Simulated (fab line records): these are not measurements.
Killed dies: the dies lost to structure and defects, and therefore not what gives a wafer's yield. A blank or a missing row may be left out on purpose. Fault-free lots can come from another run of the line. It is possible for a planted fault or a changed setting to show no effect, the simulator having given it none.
Which tool did it?	flow sky130	13 lots, 39 wafers sampled, at 5 steps of a route of 708

## WHAT THE GAUGES READ, wafer by wafer
SKY_LOCAL_INTERCONNECT_RS_MEAS_01: measurement is done with a four-point probe.
lot	measured	on	LOCAL_INTERCONNECT_TIN_RS (ohm/sq)
L485	day 29 11:12	film-metro-02	14.60 14.15 14.46
L486	day 29 19:16	film-metro-04	14.05 14.13 14.14
L487	day 30 07:15	film-metro-01	14.10 14.00 14.18
L488	day 30 14:58	film-metro-01	14.00 14.09 14.14
L489	day 30 15:40	film-metro-01	13.97 13.88 14.05
L490	day 30 18:49	film-metro-01	14.13 14.27 13.94
L491	day 31 11:43	film-metro-04	13.88 13.94 13.97
L492	day 31 17:56	film-metro-04	14.38 14.39 14.28
L496	day 32 18:13	film-metro-01	14.28 14.27 14.32
L497	day 33 07:05	film-metro-04	13.90 13.93 14.10
L503	day 35 10:57	film-metro-04	14.16 14.06 14.15
L504	day 35 18:16	film-metro-04	14.05 13.89 14.16
L506	day 36 00:23	film-metro-01	14.22 14.04 13.97

SKY_LOCAL_INTERCONNECT_OVL_MEAS_12.
lot	measured	on	LOCAL_INTERCONNECT_OVL (nm)
L485	day 30 15:52	overlay-01	-2 7 2
L486	day 30 23:24	overlay-02	5 1 4
L487	day 31 10:47	overlay-01	-9 -6 1
L488	day 31 18:17	overlay-01	68 69 72
L489	day 31 19:17	overlay-01	-6 -6 3
L490	day 31 22:45	overlay-02	69 75 72
L491	day 32 15:04	overlay-01	74 74 67
L492	day 32 21:32	overlay-01	6 8 7
L496	day 33 21:37	overlay-02	-5 -3 -1
L497	day 34 10:06	overlay-02	3 5 15
L503	day 36 13:31	overlay-02	9 6 4
L504	day 36 20:26	overlay-02	16 9 13
L506	day 37 02:11	overlay-01	6 5 11

## EACH LOT AND THE TOOL THAT RAN IT (in order: tool; ch and the chambers of the sampled wafers; start)
lot	SKY_LI_CONTACT_ETCH_15	SKY_LI_CONTACT_CVD_21	SKY_LOCAL_INTERCONNECT_EXPOSE_08
L485	rie-diel-01 ch 2,3, day 29 09:59	cvd-w-01 ch 0,1, day 29 10:31	krf-scanner-01 ch 0, day 30 01:32
L486	rie-diel-03 ch 1,2,3, day 29 18:02	cvd-w-01 ch 0,1, day 29 18:35	krf-scanner-02 ch 0, day 30 09:28
L487	rie-diel-03 ch 0,2,3, day 30 06:01	cvd-w-02 ch 0,1, day 30 06:35	krf-scanner-02 ch 0, day 30 20:56
L488	rie-diel-03 ch 0,2,3, day 30 13:46	cvd-w-02 ch 0,1, day 30 14:17	krf-scanner-02 ch 0, day 31 04:08
L489	rie-diel-02 ch 1,2,3, day 30 14:19	cvd-w-01 ch 0,1, day 30 14:59	krf-scanner-01 ch 0, day 31 05:52
L490	rie-diel-03 ch 2,3, day 30 17:37	cvd-w-02 ch 0,1, day 30 18:08	krf-scanner-02 ch 0, day 31 08:44
L491	rie-diel-01 ch 0,2,3, day 31 10:31	cvd-w-01 ch 0, day 31 11:02	krf-scanner-02 ch 0, day 32 01:44
L492	rie-diel-02 ch 0,1, day 31 16:43	cvd-w-02 ch 0,1, day 31 17:16	krf-scanner-01 ch 0, day 32 07:44
L496	rie-diel-02 ch 1,2,3, day 32 17:02	cvd-w-02 ch 0,1, day 32 17:34	krf-scanner-01 ch 0, day 33 08:56
L497	rie-diel-01 ch 2,3, day 33 05:55	cvd-w-02 ch 0,1, day 33 06:26	krf-scanner-01 ch 0, day 33 20:37
L503	rie-diel-02 ch 1,2, day 35 09:46	cvd-w-01 ch 0,1, day 35 10:17	krf-scanner-01 ch 0, day 36 00:29
L504	rie-diel-03 ch 0,1, day 35 17:04	cvd-w-01 ch 0,1, day 35 17:35	krf-scanner-01 ch 0, day 36 07:12
L506	rie-diel-01 ch 1,2, day 35 23:10	cvd-w-01 ch 0,1, day 35 23:43	krf-scanner-01 ch 0, day 36 13:44
- SKY_LI_CONTACT_ETCH_15: etches PSG in C4F8/O2/Ar, stops on Si, target depth 600 nm.
- SKY_LI_CONTACT_CVD_21: deposits W, target thk 400 nm, time 120.56 s.
- SKY_LOCAL_INTERCONNECT_EXPOSE_08: exposes mask LI1M, target cd 170 nm.

## WHAT THE TOOLS THEMSELVES READ (means of the sampled wafers that have a number; where no wafer has one, the mark that the record gives instead)
SKY_LI_CONTACT_ETCH_15.
lot	tool	chamber-pressure-mTorr (mTorr)	oes-product-au (a.u.)	rf-fwd-power-W (W)
L485	rie-diel-01	40.03	0.845	1493
L486	rie-diel-03	40.00	0.838	1492
L487	rie-diel-03	40.00	0.834	1489
L488	rie-diel-03	40.03	0.835	1488
L489	rie-diel-02	39.95	0.836	1494
L490	rie-diel-03	39.99	0.840	1496
L491	rie-diel-01	40.00	0.832	1494
L492	rie-diel-02	39.98	0.837	1495
L496	rie-diel-02	40.05	0.838	1497
L497	rie-diel-01	39.98	0.833	1494
L503	rie-diel-02	40.02	0.837	1490
L504	rie-diel-03	39.99	0.835	1493
L506	rie-diel-01	40.00	0.833	1492

SKY_LI_CONTACT_CVD_21.
lot	tool	heater-power-w (W)	susceptor-temp-C (C)
L485	cvd-w-01	871	400.12
L486	cvd-w-01	905	400.21
L487	cvd-w-02	891	400.01
L488	cvd-w-02	884	400.05
L489	cvd-w-01	900	399.92
L490	cvd-w-02	896	399.97
L491	cvd-w-01	820	399.82
L492	cvd-w-02	877	399.96
L496	cvd-w-02	868	400.08
L497	cvd-w-02	873	399.99
L503	cvd-w-01	857	400.19
L504	cvd-w-01	855	400.01
L506	cvd-w-01	893	400.08

## THE ANSWER, worked out from the rows above alone
Rule: the lots themselves supply what counts as usual. Put in order of their means at a reading, lots are off if they are a third of the lots or fewer, leave a main group of 4 or more, and stand apart from it by a gap of 3 or more times the standard deviation of the main group's means; of several such gaps the widest counts. If all means in a main group match to the digits the tables above print for the reading, that group is not used. A lot without any number at a reading at which 4 lots or more have one is off too. The other lots that the step has rows for count as sound. After the gauges, taken in route order, come the tools' own readings; for these a lot's mean is taken, as printed above. The first step at which some lot is off is used, and at that step the reading that is off furthest; a lot without a number counts as furthest.
Off: L488, L490, L491, seen at SKY_LOCAL_INTERCONNECT_OVL_MEAS_12 (LOCAL_INTERCONNECT_OVL). Mean 4 nm and standard deviation 5.4 in the main group.
A tool fits if, at a process step before that reading, it ran every lot that is off, and no sound lot after the first of them. The gauges at SKY_LOCAL_INTERCONNECT_OVL_MEAS_12 are tried like those tools. One fits: krf-scanner-02 at SKY_LOCAL_INTERCONNECT_EXPOSE_08. Its last sound lot is L487 (day 30 20:56), its first lot that is off L488 (day 31 04:08): a fault that began between those two fits.

## WHAT THE SIMULATOR PUT IN
Scanner matching overlay: krf-scanner-02, from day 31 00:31 on, at SKY_LOCAL_INTERCONNECT_EXPOSE_08. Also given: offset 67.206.
Shown lots that were struck: L488, L490, L491. The rule above reached the same finding.
